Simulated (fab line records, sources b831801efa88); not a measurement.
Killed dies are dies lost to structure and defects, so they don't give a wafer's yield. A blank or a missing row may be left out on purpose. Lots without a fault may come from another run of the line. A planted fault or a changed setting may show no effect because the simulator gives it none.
Which tool did it? | flow sky130 | 12 lots, 34 wafers sampled, at 6 steps of a route of 708

WHAT THE GAUGES READ, wafer by wafer
SKY_VT_ADJUST_LVTN_TW_MEAS_10. Usual: VT_ADJUST_LVTN_TW 243.4, standard deviation 1.3.
lot  | measured     | on            | VT_ADJUST_LVTN_TW | flag
L272 | day 7 04:05  | film_metro-01 | 246.1 244.4 244.1 |
L274 | day 7 18:28  | film_metro-03 | 242.1 241.1 241.8 |
L275 | day 8 02:13  | film_metro-04 | 241.5 242.9 243.6 |
L277 | day 8 10:38  | film_metro-04 | 243.8 242.5 242.1 |
L278 | day 8 18:47  | film_metro-04 | 243.2 243.3 242.7 |
L279 | day 9 01:59  | film_metro-04 | 242.3 243.8 242.6 |
L280 | day 9 08:20  | film_metro-01 | 244.7 243.2 242.6 |
L284 | day 10 08:22 | film_metro-03 | 242.0 241.9       |
L287 | day 11 03:43 | film_metro-03 | 242.7 242.8       |
L291 | day 12 06:37 | film_metro-01 | 244.6 245.4 244.8 |
L293 | day 12 21:50 | film_metro-03 | 242.4 242.8 241.7 |
L294 | day 13 22:55 | film_metro-01 | 244.9 245.2 244.8 |

SKY_SD_N_RS_MEAS_17: measures by four-point-probe. Usual: SD_P_RS 147.0 ohm/sq, standard deviation 0.3.
lot  | measured     | on            | SD_P_RS (ohm/sq)  | flag
L272 | day 28 03:23 | film_metro-02 | 146.5 146.6 147.0 |
L274 | day 28 23:19 | film_metro-03 | 146.8 147.0 146.5 |
L275 | day 29 06:13 | film_metro-02 | 146.9 146.6 147.0 |
L277 | day 29 23:25 | film_metro-03 | 146.7 146.9 147.5 |
L278 | day 30 11:25 | film_metro-03 | 147.3 147.0 147.5 |
L279 | day 30 17:25 | film_metro-01 | 146.6 147.0 147.1 |
L280 | day 30 20:16 | film_metro-02 | 146.8 147.0 146.8 |
L284 | day 32 10:12 | film_metro-03 | 149.7 147.0       | OFF
L287 | day 32 22:57 | film_metro-02 | 149.9 147.0       | OFF
L291 | day 34 06:45 | film_metro-03 | 147.3 147.0 147.5 |
L293 | day 35 01:32 | film_metro-03 | 147.4 147.2 147.2 |
L294 | day 36 13:26 | film_metro-01 | 147.1 146.6 146.8 |

WHICH TOOL RAN EACH LOT (tool, then ch and the chambers of the sampled wafers, then the start)
lot  | SKY_VT_ADJUST_HVTP_STRIP_10          | SKY_VT_ADJUST_LVTN_STRIP_09          | SKY_SD_P_IMPLANT_09             | SKY_SD_P_STRIP_10
L272 | plasma_asher-04 ch 0,1, day 6 08:37  | plasma_asher-02 ch 0,1, day 7 03:59  | implanter-02 ch 0, day 25 15:27 | plasma_asher-04 ch 0,1, day 25 15:36
L274 | plasma_asher-04 ch 0,1, day 6 22:20  | plasma_asher-04 ch 0,1, day 7 18:22  | implanter-02 ch 0, day 26 13:22 | plasma_asher-03 ch 0,1, day 26 13:31
L275 | plasma_asher-01 ch 0,1, day 7 07:11  | plasma_asher-04 ch 0,1, day 8 02:07  | implanter-02 ch 0, day 26 20:01 | plasma_asher-01 ch 0,1, day 26 20:10
L277 | plasma_asher-01 ch 0,1, day 7 15:05  | plasma_asher-04 ch 0,1, day 8 10:31  | implanter-02 ch 0, day 27 14:23 | plasma_asher-03 ch 0,1, day 27 14:30
L278 | plasma_asher-01 ch 0,1, day 7 23:18  | plasma_asher-02 ch 0,1, day 8 18:40  | implanter-02 ch 0, day 28 01:53 | plasma_asher-01 ch 0,1, day 28 02:01
L279 | plasma_asher-01 ch 0,1, day 8 04:39  | plasma_asher-02 ch 0,1, day 9 01:52  | implanter-02 ch 0, day 28 08:38 | plasma_asher-01 ch 0,1, day 28 08:46
L280 | plasma_asher-01 ch 0,1, day 8 10:56  | plasma_asher-04 ch 0,1, day 9 08:14  | implanter-03 ch 0, day 28 11:54 | plasma_asher-01 ch 0,1, day 28 12:03
L284 | plasma_asher-01 ch 0, day 9 10:05    | plasma_asher-04 ch 0, day 10 08:16   | implanter-03 ch 0, day 30 01:26 | plasma_asher-03 ch 0,1, day 30 01:35
L287 | plasma_asher-04 ch 1, day 10 03:44   | plasma_asher-03 ch 0,1, day 11 03:37 | implanter-03 ch 0, day 30 15:58 | plasma_asher-03 ch 0,1, day 30 16:07
L291 | plasma_asher-02 ch 0, day 11 07:28   | plasma_asher-02 ch 1, day 12 06:31   | implanter-01 ch 0, day 32 02:08 | plasma_asher-01 ch 0,1, day 32 02:17
L293 | plasma_asher-02 ch 0,1, day 11 21:18 | plasma_asher-02 ch 0,1, day 12 21:43 | implanter-01 ch 0, day 32 20:38 | plasma_asher-01 ch 0,1, day 32 20:46
L294 | plasma_asher-02 ch 0, day 12 21:15   | plasma_asher-03 ch 0,1, day 13 22:49 | implanter-01 ch 0, day 34 07:30 | plasma_asher-03 ch 0, day 34 07:39
- SKY_VT_ADJUST_HVTP_STRIP_10: strips in O2/N2.
- SKY_VT_ADJUST_LVTN_STRIP_09: strips in O2/N2.
- SKY_SD_P_IMPLANT_09
- SKY_SD_P_STRIP_10: strips in O2/N2.

WHAT THE TOOLS THEMSELVES READ (means of the sampled wafers that have a number; where no wafer has one, the mark that the record gives instead)
SKY_VT_ADJUST_HVTP_STRIP_10. Usual: drypump_motor_current_A 5.6 A, standard deviation 0.5; oes_product_au 0.715 a.u., standard deviation 0.0042; strip_time_to_endpoint_s 14.16 s, standard deviation 0.043.
lot  | tool            | drypump_motor_current_A (A) | oes_product_au (a.u.) | strip_time_to_endpoint_s (s) | flag
L272 | plasma_asher-04 | 5.2                         | 0.715                 | 14.24                        |
L274 | plasma_asher-04 | 5.1                         | 0.710                 | 14.19                        |
L275 | plasma_asher-01 | 5.6                         | 0.707                 | 14.12                        |
L277 | plasma_asher-01 | 5.9                         | 0.712                 | 14.14                        |
L278 | plasma_asher-01 | 5.9                         | 0.715                 | 14.13                        |
L279 | plasma_asher-01 | 5.9                         | 0.715                 | 14.20                        |
L280 | plasma_asher-01 | 5.6                         | 0.715                 | 14.18                        |
L284 | plasma_asher-01 | 5.3                         | 0.711                 | 14.20                        |
L287 | plasma_asher-04 | 5.0                         | 0.710                 | 14.21                        |
L291 | plasma_asher-02 | 6.3                         | 0.713                 | 14.16                        |
L293 | plasma_asher-02 | 5.5                         | 0.715                 | 14.17                        |
L294 | plasma_asher-02 | 6.3                         | 0.717                 | 14.17                        |

SKY_VT_ADJUST_LVTN_STRIP_09. Usual: drypump_motor_current_A 5.5 A, standard deviation 0.45; oes_product_au 0.722 a.u., standard deviation 0.005; strip_time_to_endpoint_s 36.92 s, standard deviation 0.097.
lot  | tool            | drypump_motor_current_A (A) | oes_product_au (a.u.) | strip_time_to_endpoint_s (s) | flag
L272 | plasma_asher-02 | 5.9                         | 0.720                 | 37.00                        |
L274 | plasma_asher-04 | 5.1                         | 0.719                 | 36.92                        |
L275 | plasma_asher-04 | 5.2                         | 0.719                 | 36.84                        |
L277 | plasma_asher-04 | 5.2                         | 0.718                 | 36.92                        |
L278 | plasma_asher-02 | 5.5                         | 0.725                 | 36.91                        |
L279 | plasma_asher-02 | 5.5                         | 0.721                 | 36.72                        |
L280 | plasma_asher-04 | 5.2                         | 0.723                 | 36.92                        |
L284 | plasma_asher-04 | 5.2                         | 0.724                 | 36.98                        |
L287 | plasma_asher-03 | 5.7                         | 0.725                 | 36.89                        |
L291 | plasma_asher-02 | 5.1                         | 0.717                 | 36.94                        |
L293 | plasma_asher-02 | 5.9                         | 0.723                 | 36.71                        |
L294 | plasma_asher-03 | 5.7                         | 0.722                 | 37.07                        |

SKY_SD_P_STRIP_10. Usual: drypump_motor_current_A 5.6 A, standard deviation 0.36; oes_product_au 0.617 a.u., standard deviation 0.0046; strip_time_to_endpoint_s 17.50 s, standard deviation 0.041.
lot  | tool            | drypump_motor_current_A (A) | oes_product_au (a.u.) | strip_time_to_endpoint_s (s) | flag
L272 | plasma_asher-04 | 5.2                         | 0.620                 | 17.53                        |
L274 | plasma_asher-03 | 5.7                         | 0.618                 | 17.57                        |
L275 | plasma_asher-01 | 5.9                         | 0.618                 | 17.45                        |
L277 | plasma_asher-03 | 5.6                         | 0.617                 | 17.49                        |
L278 | plasma_asher-01 | 5.6                         | 0.614                 | 17.48                        |
L279 | plasma_asher-01 | 5.9                         | 0.620                 | 17.50                        |
L280 | plasma_asher-01 | 5.8                         | 0.615                 | 17.54                        |
L284 | plasma_asher-03 | 5.7                         | 0.614                 | 17.28                        | OFF
L287 | plasma_asher-03 | 5.7                         | 0.625                 | 17.32                        | OFF
L291 | plasma_asher-01 | 5.9                         | 0.617                 | 17.51                        |
L293 | plasma_asher-01 | 5.9                         | 0.622                 | 17.50                        |
L294 | plasma_asher-03 | 5.7                         | 0.617                 | 17.48                        |

THE ANSWER, worked out from the rows above alone
Rule: a lot is off if the mean of its wafers that have a number lies more than 3 standard deviations from the usual mean. A lot without any number at a reading at which 4 lots or more have one is off too. The other lots that the step has rows for count as sound. The gauges are gone through in route order, then the tools' own readings, and for those a lot's mean is taken as printed above. The first step at which some lot is off is used, and at that step the reading that is off furthest; a lot without a number counts as furthest.
Off: L284, L287, at SKY_SD_N_RS_MEAS_17 (SD_P_RS).
A tool fits if, at a process step before that reading, it ran every lot that is off, and no sound lot after the first of them. The gauges at SKY_SD_N_RS_MEAS_17 aren't tried: what is off there is off at SKY_SD_P_STRIP_10 too, on other tools, and a gauge's error can't cause that. One fits: implanter-03 at SKY_SD_P_IMPLANT_09. Its last sound lot is L280 (day 28 11:54), its first lot that is off L284 (day 30 01:26): a fault that began between those two fits.

WHAT THE SIMULATOR HAD PUT IN
Process parameter drift: implanter-03, from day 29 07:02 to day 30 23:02, at SKY_SD_P_IMPLANT_09. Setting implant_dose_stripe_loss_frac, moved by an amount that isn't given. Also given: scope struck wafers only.
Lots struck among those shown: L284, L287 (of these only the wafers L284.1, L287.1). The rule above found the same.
